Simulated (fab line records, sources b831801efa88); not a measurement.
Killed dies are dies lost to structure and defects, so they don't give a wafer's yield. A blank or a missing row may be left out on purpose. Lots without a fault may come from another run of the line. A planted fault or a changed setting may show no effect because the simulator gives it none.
Which tool did it? | flow gf180mcu | 11 lots, 33 wafers sampled, at 6 steps of a route of 602

WHAT THE GAUGES READ, wafer by wafer
GF_V4_RS_MEAS_24: measures by four-point-probe.
lot  | measured     | on            | V4_W_RS (ohm/sq)
L246 | day 24 20:21 | film_metro-01 | 0.331 0.328 0.327
L247 | day 25 11:35 | film_metro-04 | 0.330 0.439 0.334
L249 | day 25 17:11 | film_metro-02 | 0.332 0.429 0.325
L258 | day 28 19:54 | film_metro-02 | 0.328 0.329 0.327
L260 | day 29 07:39 | film_metro-04 | 0.323 0.321 0.324
L261 | day 29 11:47 | film_metro-04 | 0.319 0.321 0.325
L263 | day 30 02:37 | film_metro-02 | 0.327 0.335 0.325
L264 | day 30 17:20 | film_metro-02 | 0.322 0.326 0.338
L265 | day 30 19:56 | film_metro-04 | 0.322 0.322 0.317
L267 | day 31 04:37 | film_metro-02 | 0.325 0.330 0.322
L268 | day 31 10:08 | film_metro-02 | 0.323 0.321 0.322

GF_V4_THK_MEAS_25: measures by xrf.
lot  | measured     | on            | V4_W_THK (nm)
L246 | day 24 20:27 | film_metro-01 | 348 354 354
L247 | day 25 11:42 | film_metro-04 | 345 261 340
L249 | day 25 17:18 | film_metro-02 | 339 265 345
L258 | day 28 20:01 | film_metro-02 | 340 342 343
L260 | day 29 07:46 | film_metro-04 | 352 353 349
L261 | day 29 11:53 | film_metro-04 | 356 353 349
L263 | day 30 02:44 | film_metro-02 | 344 336 345
L264 | day 30 17:26 | film_metro-02 | 348 346 335
L265 | day 30 20:02 | film_metro-04 | 353 353 358
L267 | day 31 04:44 | film_metro-02 | 345 340 347
L268 | day 31 10:14 | film_metro-02 | 345 349 347

WHICH TOOL RAN EACH LOT (tool, then ch and the chambers of the sampled wafers, then the start)
lot  | GF_M4_SPUTTER_00             | GF_M4_SPUTTER_01             | GF_M4_SPUTTER_04             | GF_V4_CVD_23
L246 | pvd_sputter-02, day 22 22:26 | pvd_sputter-02, day 22 22:32 | pvd_sputter-02, day 22 22:37 | cvd_w-01 ch 0,1, day 24 20:14
L247 | pvd_sputter-01, day 23 13:36 | pvd_sputter-01, day 23 13:42 | pvd_sputter-01, day 23 13:47 | cvd_w-01 ch 0,1, day 25 11:28
L249 | pvd_sputter-03, day 23 19:23 | pvd_sputter-03, day 23 19:29 | pvd_sputter-03, day 23 19:34 | cvd_w-01 ch 0,1, day 25 17:04
L258 | pvd_sputter-01, day 27 01:42 | pvd_sputter-01, day 27 01:48 | pvd_sputter-01, day 27 01:53 | cvd_w-01 ch 0,1, day 28 19:46
L260 | pvd_sputter-01, day 27 13:54 | pvd_sputter-01, day 27 14:00 | pvd_sputter-01, day 27 14:05 | cvd_w-02 ch 0,1, day 29 07:32
L261 | pvd_sputter-03, day 27 18:01 | pvd_sputter-03, day 27 18:07 | pvd_sputter-03, day 27 18:12 | cvd_w-01 ch 0,1, day 29 11:38
L263 | pvd_sputter-01, day 28 09:39 | pvd_sputter-01, day 28 09:45 | pvd_sputter-01, day 28 09:50 | cvd_w-01 ch 0,1, day 30 02:29
L264 | pvd_sputter-01, day 29 01:58 | pvd_sputter-01, day 29 02:04 | pvd_sputter-01, day 29 02:09 | cvd_w-01 ch 0,1, day 30 17:14
L265 | pvd_sputter-01, day 29 03:37 | pvd_sputter-01, day 29 03:43 | pvd_sputter-01, day 29 03:48 | cvd_w-02 ch 0,1, day 30 19:49
L267 | pvd_sputter-03, day 29 12:48 | pvd_sputter-03, day 29 12:54 | pvd_sputter-03, day 29 12:59 | cvd_w-02 ch 0,1, day 31 04:29
L268 | pvd_sputter-02, day 29 18:38 | pvd_sputter-02, day 29 18:44 | pvd_sputter-02, day 29 18:49 | cvd_w-02 ch 0,1, day 31 09:59
- GF_M4_SPUTTER_00: material Ti, target thk 37.5 nm, time 150 s.
- GF_M4_SPUTTER_01: material TiN, target thk 30 nm, time 25 s.
- GF_M4_SPUTTER_04: material TiN, target thk 50 nm, time 41.7 s.
- GF_V4_CVD_23: deposits W, target thk 350 nm, time 104.9 s.

WHAT THE TOOLS THEMSELVES READ (means of the sampled wafers that have a number; where no wafer has one, the mark that the record gives instead)
GF_M4_SPUTTER_00.
lot  | tool           | substrate_temp_c (C) | throttle_valve_pct (%)
L246 | pvd_sputter-02 | 200.02               | 29.7
L247 | pvd_sputter-01 | 200.10               | 30.1
L249 | pvd_sputter-03 | 199.88               | 30.8
L258 | pvd_sputter-01 | 199.85               | 31.4
L260 | pvd_sputter-01 | 200.17               | 30.8
L261 | pvd_sputter-03 | 199.95               | 30.6
L263 | pvd_sputter-01 | 199.99               | 30.6
L264 | pvd_sputter-01 | 200.01               | 30.0
L265 | pvd_sputter-01 | 199.99               | 30.2
L267 | pvd_sputter-03 | 200.00               | 30.6
L268 | pvd_sputter-02 | 199.97               | 29.7

GF_M4_SPUTTER_01.
lot  | tool           | throttle_valve_pct (%)
L246 | pvd_sputter-02 | 29.7
L247 | pvd_sputter-01 | 30.2
L249 | pvd_sputter-03 | 30.7
L258 | pvd_sputter-01 | 31.4
L260 | pvd_sputter-01 | 30.7
L261 | pvd_sputter-03 | 30.6
L263 | pvd_sputter-01 | 30.6
L264 | pvd_sputter-01 | 30.1
L265 | pvd_sputter-01 | 30.2
L267 | pvd_sputter-03 | 30.8
L268 | pvd_sputter-02 | 29.7

GF_M4_SPUTTER_04.
lot  | tool           | throttle_valve_pct (%)
L246 | pvd_sputter-02 | 29.7
L247 | pvd_sputter-01 | 30.2
L249 | pvd_sputter-03 | 30.8
L258 | pvd_sputter-01 | 31.5
L260 | pvd_sputter-01 | 30.7
L261 | pvd_sputter-03 | 30.7
L263 | pvd_sputter-01 | 30.7
L264 | pvd_sputter-01 | 30.1
L265 | pvd_sputter-01 | 30.2
L267 | pvd_sputter-03 | 30.7
L268 | pvd_sputter-02 | 29.8

GF_V4_CVD_23.
lot  | tool     | heater_power_w (W)
L246 | cvd_w-01 | 821
L247 | cvd_w-01 | 833
L249 | cvd_w-01 | 841
L258 | cvd_w-01 | 832
L260 | cvd_w-02 | 788
L261 | cvd_w-01 | 821
L263 | cvd_w-01 | 824
L264 | cvd_w-01 | 820
L265 | cvd_w-02 | 841
L267 | cvd_w-02 | 856
L268 | cvd_w-02 | 810

THE ANSWER, worked out from the rows above alone
Rule: what is usual is taken from the lots themselves. Put in order of their means at a reading, lots are off if they are a third of the lots or fewer, leave a main group of 4 or more, and stand apart from it by a gap of 3 or more times the standard deviation of the main group's means; of several such gaps the widest counts. A main group whose means are all the same, to the digits that the tables above print for the reading, isn't used. A lot without any number at a reading at which 4 lots or more have one is off too. The other lots that the step has rows for count as sound. The gauges are gone through in route order, then the tools' own readings, and for those a lot's mean is taken as printed above. The first step at which some lot is off is used, and at that step the reading that is off furthest; a lot without a number counts as furthest.
Off: L247, L249, at GF_V4_RS_MEAS_24 (V4_W_RS). The main group: mean 0.325 ohm/sq, standard deviation 0.0033.
A tool fits if, at a process step before that reading, it ran every lot that is off, and no sound lot after the first of them. The gauges at GF_V4_RS_MEAS_24 are tried like those tools. None of those tried fits.

WHAT THE SIMULATOR HAD PUT IN
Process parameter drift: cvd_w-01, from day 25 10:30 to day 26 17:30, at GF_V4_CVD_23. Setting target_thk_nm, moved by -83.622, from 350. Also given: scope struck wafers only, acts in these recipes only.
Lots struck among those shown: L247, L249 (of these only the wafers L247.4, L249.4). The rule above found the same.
